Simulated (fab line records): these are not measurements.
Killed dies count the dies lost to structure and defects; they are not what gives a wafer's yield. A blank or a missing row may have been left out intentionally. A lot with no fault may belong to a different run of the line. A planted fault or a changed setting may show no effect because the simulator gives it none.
One fault seen from 2 desks | flow sky130 | numbers are kept per desk, each desk with only its own; the story behind them comes last

== THE TOOL OWNER'S DESK: cvd_w-02 ==
The tool's own readings at SKY_VIA4_CVD_18 (deposits W, target thk 505 nm, time 152.14 s): means of the sampled wafers that have a number, for each lot that ran on this tool. Any lot whose mean is over 4 standard deviations away from the usual mean is out of limits and marked OUT; that distance is given in the brackets.
Columns: A = heater_power_w at SKY_VIA4_CVD_18, usual 816 W
lot  | first seen here | A
L569 | day 43 21:20    | 768
L573 | day 45 05:49    | 880
L577 | day 46 01:07    | 894
L580 | day 46 23:59    | 825
L581 | day 47 01:47    | 881
Finding of this desk: none of the 5 lots has anything out of limits.

== METROLOGY DESK ==
What the gauges read for every lot (on any tool): the sampled wafers with a number, averaged. Any lot whose mean is over 4 standard deviations away from the usual mean is out of limits and marked OUT; that distance is given in the brackets.
Columns: A = VIA3_W_THK at SKY_VIA3_THK_MEAS_23, usual 395 nm; B = VIA4_W_RS at SKY_VIA4_RS_MEAS_19, usual 0.227 ohm/sq; C = VIA4_W_THK at SKY_VIA4_THK_MEAS_20, usual 511 nm
lot  | first seen here | A   | B               | C
L566 | day 40 01:30    | 389 | 0.232           | 497
L567 | day 40 03:32    | 390 | 0.232           | 495
L569 | day 40 21:22    | 386 | 0.220           | 529
L572 | day 42 02:13    | 403 | 0.231           | 506
L573 | day 42 04:46    | 399 | 0.226           | 516
L577 | day 43 02:29    | 401 | 0.225           | 509
L580 | day 44 03:53    | 396 | 0.164 (-13) OUT | 749 (+22) OUT
L581 | day 44 05:15    | 401 | 0.166 (-13) OUT | 748 (+22) OUT
L583 | day 44 13:43    | 390 | 0.231           | 502
L589 | day 46 07:03    | 402 | 0.231           | 504
Finding of this desk: L580, L581 out of limits, first seen on L580 at day 47 00:10 (VIA4_W_RS at SKY_VIA4_RS_MEAS_19). L566, L567, L569, L572, L573, L577, L583, L589 stayed within limits.

== ALL TOGETHER ==
L580, L581 would have let the metrology desk raise an alarm at day 47 00:10.
Nothing out of limits was seen by the tool owner's desk.
On record at the tool owner's desk: L580, L581, within its limits.
The lots listed all ran SKY_VIA4_CVD_18 on cvd_w-02.

== WHAT THE SIMULATOR PUT IN ==
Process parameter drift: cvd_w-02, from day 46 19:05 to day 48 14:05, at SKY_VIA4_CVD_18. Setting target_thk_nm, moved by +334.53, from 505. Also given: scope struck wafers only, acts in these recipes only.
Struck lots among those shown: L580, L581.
Per desk, hours elapsed from the start of the fault to the first reading out of limits: for the metrology desk, 5.
